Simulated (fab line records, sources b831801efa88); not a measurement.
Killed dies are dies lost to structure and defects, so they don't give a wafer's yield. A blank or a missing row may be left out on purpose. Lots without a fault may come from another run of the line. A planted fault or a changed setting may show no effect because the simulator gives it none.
Split-lot experiment | flow sfq_line | 5 lots, 23 wafers read, on a route of 325 steps

THE SPLIT
At SFQ_TRILAYER_I3_VIA_LITHO_COAT_085 (resist thk 650 nm), the setting spin_rpm was moved away from the recipe's 3000 rpm on 8 of the 23 wafers read, by -6.7% to +7.3%. The other wafers ran this setting at the recipe's value.

The file shows no step between the split and the reading.

THE READING
KrF_of_TRILAYER_I3_VIA_LITHO_COAT_085.thk_nm (the simulator's own value, which no gauge read), in nm, at SFQ_TRILAYER_I3_VIA_BARC_OPEN_VIA_ETCH_121 (etches BARC in O2, target depth 125 nm, time 41.7 s). The file gives no usual value for it. The 15 wafers here that ran the recipe average 572.3 nm, standard deviation 5 nm.

wafer  | tool, chamber at the split | spin_rpm as run, rpm | against the recipe | KrF_of_TRILAYER_I3_VIA_LITHO_COAT_085.thk_nm, nm | against lot-mates on the recipe
L074.1 | litho_track-03, 0          | 3069                 | +2.3%              | 563.6                                            | -18.0
L074.2 | litho_track-03, 0          | 3000                 | recipe             | 581.1                                            | -
L074.3 | litho_track-03, 0          | 3000                 | recipe             | 582.1                                            | -
L074.4 | litho_track-03, 0          | 3069                 | +2.3%              | 564.6                                            | -17.0
L074.6 | litho_track-03, 0          | 3069                 | +2.3%              | 572.4                                            | -9.2
L075.3 | litho_track-01, 0          | 3000                 | recipe             | 570.4                                            | -
L075.4 | litho_track-01, 0          | 3000                 | recipe             | 574.2                                            | -
L075.5 | litho_track-01, 0          | 3000                 | recipe             | 573.4                                            | -
L076.2 | litho_track-01, 0          | 3220                 | +7.3%              | 550.9                                            | -23.6
L076.3 | litho_track-01, 0          | 3000                 | recipe             | 574.4                                            | -
L076.4 | litho_track-01, 0          | 3220                 | +7.3%              | 549.9                                            | -24.6
L076.5 | litho_track-01, 0          | 3220                 | +7.3%              | 551.8                                            | -22.7
L076.6 | litho_track-01, 0          | 3000                 | recipe             | 574.6                                            | -
L077.1 | litho_track-04, 0          | 3000                 | recipe             | 572.1                                            | -
L077.3 | litho_track-04, 0          | 2800                 | -6.7%              | 591.6                                            | +20.4
L077.4 | litho_track-04, 0          | 2800                 | -6.7%              | 590.3                                            | +19.1
L077.5 | litho_track-04, 0          | 3000                 | recipe             | 567                                              | -
L077.6 | litho_track-04, 0          | 3000                 | recipe             | 574.6                                            | -
L083.2 | litho_track-04, 0          | 3000                 | recipe             | 564.2                                            | -
L083.3 | litho_track-04, 0          | 3000                 | recipe             | 571.9                                            | -
L083.4 | litho_track-04, 0          | 3000                 | recipe             | 566.4                                            | -
L083.5 | litho_track-04, 0          | 3000                 | recipe             | 572.9                                            | -
L083.6 | litho_track-04, 0          | 3000                 | recipe             | 565.6                                            | -

THE FIT
A straight line over all 23 wafers: KrF_of_TRILAYER_I3_VIA_LITHO_COAT_085.thk_nm changes by -2.85 nm for each +1% of spin_rpm; r = -0.91; the points scatter about the line by 4.5 nm.
The same after taking each lot's own level away (the mean of its wafers on the recipe; 23 wafers): -3.26 nm for each +1%; r = -0.95; scatter 3.7 nm.
On that fit, the largest move of spin_rpm shifts the reading by 24 nm.
The lots' own levels span 568.20 to 581.60 nm, that is 2.7 times the standard deviation above.
So the lot-to-lot level changes the slope: the two fits differ.
Check: with one of the wafers moved furthest among these (+7.3%) left out of the fit, the line predicts -25.4 nm for it against its lot-mates. It came out at -23.6 nm against them.

OTHER SPLITS ON THESE WAFERS
These wafers also went through other splits before the reading. Each is held against what the fit with the lots' levels taken away leaves over:
other split on the same wafers                    | wafers away from the commonest value | r with KrF_of_TRILAYER_I3_VIA_LITHO_COAT_085.thk_nm (lot level and that fit taken away)
SFQ_TRILAYER_I2_VIA_BARC_OPEN_VIA_ETCH_096 bias_w | 5                                    | -0.21
SFQ_TRILAYER_M3_BARC_OPEN_METAL_ETCH_100 time_s   | 10                                   | -0.22

THE WHOLE CHAIN: every reading that the file lists as answering this split, in the file's order
step                                       | what it does                                          | reading                                                                                       | change (the file's fit)                                                                                    | r (the file's)
SFQ_TRILAYER_I3_VIA_LITHO_COAT_085         | resist thk 650 nm                                     | KrF_of_TRILAYER_I3_VIA_LITHO_COAT_085.thk_nm (the simulator's own value, which no gauge read) | -3.42 nm for each +1% of the setting                                                                       | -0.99
SFQ_TRILAYER_I3_VIA_BARC_OPEN_VIA_ETCH_121 | etches BARC in O2, target depth 125 nm, time 41.7 s   | KrF_of_TRILAYER_I3_VIA_LITHO_COAT_085.thk_nm (the simulator's own value, which no gauge read) | -3.27 nm for each +1% of the setting                                                                       | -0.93
SFQ_TRILAYER_I3_VIA_ETCH_VIA_ETCH_088      | etches SiO2 in CHF3, stops on Nb, target depth 260 nm | KrF_of_TRILAYER_I3_VIA_LITHO_COAT_085.thk_nm (the simulator's own value, which no gauge read) | -3.44 nm for each +1% of the setting, in a fit together with time_s@TRILAYER_I3_VIA_BARC_OPEN_VIA_ETCH_121 | 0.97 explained

THE FILE'S OWN FIT
KrF_of_TRILAYER_I3_VIA_LITHO_COAT_085.thk_nm changes by -3.27 nm for each +1% of spin_rpm, r = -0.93.
